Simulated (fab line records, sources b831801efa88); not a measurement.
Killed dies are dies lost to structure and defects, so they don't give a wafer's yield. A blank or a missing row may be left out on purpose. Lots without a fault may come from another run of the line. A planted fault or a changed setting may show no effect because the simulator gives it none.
Which tool did it? | flow gf180mcu | 6 lots, 18 wafers sampled, at 4 steps of a route of 602

WHAT THE GAUGES READ, wafer by wafer
GF_V1_RS_MEAS_24: measures by four-point-probe.
lot  | measured     | on            | V1_W_RS (ohm/sq)
L511 | day 18 23:26 | film_metro-04 | 0.330 0.332 0.334
L516 | day 20 21:40 | film_metro-02 | 0.331 0.332 0.329
L520 | day 22 04:39 | film_metro-02 | 0.328 0.323 0.320
L522 | day 23 04:04 | film_metro-01 | 0.330 0.326 0.329
L529 | day 24 23:47 | film_metro-02 | 0.320 0.330 0.319
L531 | day 25 18:59 | film_metro-01 | 0.322 0.332 0.317

WHICH TOOL RAN EACH LOT (tool, then ch and the chambers of the sampled wafers, then the start)
lot  | GF_M1_METAL_ETCH_16               | GF_V1_DEVELOP_13                  | GF_V1_CVD_23
L511 | rie_metal-02 ch 1, day 17 21:09   | litho_track-03 ch 0, day 18 22:14 | cvd_w-01 ch 0, day 18 23:18
L516 | rie_metal-04 ch 0,1, day 19 19:46 | litho_track-03 ch 0, day 20 20:27 | cvd_w-02 ch 1, day 20 21:33
L520 | rie_metal-04 ch 0,1, day 21 02:52 | litho_track-03 ch 0, day 22 03:27 | cvd_w-01 ch 0,1, day 22 04:32
L522 | rie_metal-04 ch 0,1, day 22 02:10 | litho_track-04 ch 0, day 23 02:51 | cvd_w-02 ch 0,1, day 23 03:57
L529 | rie_metal-03 ch 0,1, day 23 23:10 | litho_track-04 ch 0, day 24 22:35 | cvd_w-01 ch 0,1, day 24 23:40
L531 | rie_metal-02 ch 0, day 24 18:25   | litho_track-04 ch 0, day 25 17:48 | cvd_w-01 ch 0,1, day 25 18:53
- GF_M1_METAL_ETCH_16: etches the open film in Cl2/BCl3, stops on SiO2, target depth 750.8 nm, time 125.1 s.
- GF_V1_DEVELOP_13: develop time 60 s.
- GF_V1_CVD_23: deposits W, target thk 350 nm, time 105.05 s.

THE ANSWER, worked out from the rows above alone
Rule: what is usual is taken from the lots themselves. Put in order of their means at a reading, lots are off if they are a third of the lots or fewer, leave a main group of 4 or more, and stand apart from it by a gap of 3 or more times the standard deviation of the main group's means; of several such gaps the widest counts. A main group whose means are all the same, to the digits that the tables above print for the reading, isn't used. A lot without any number at a reading at which 4 lots or more have one is off too. The other lots that the step has rows for count as sound.
No lot is off at any reading shown: from this, nothing can be told.

WHAT THE SIMULATOR HAD PUT IN
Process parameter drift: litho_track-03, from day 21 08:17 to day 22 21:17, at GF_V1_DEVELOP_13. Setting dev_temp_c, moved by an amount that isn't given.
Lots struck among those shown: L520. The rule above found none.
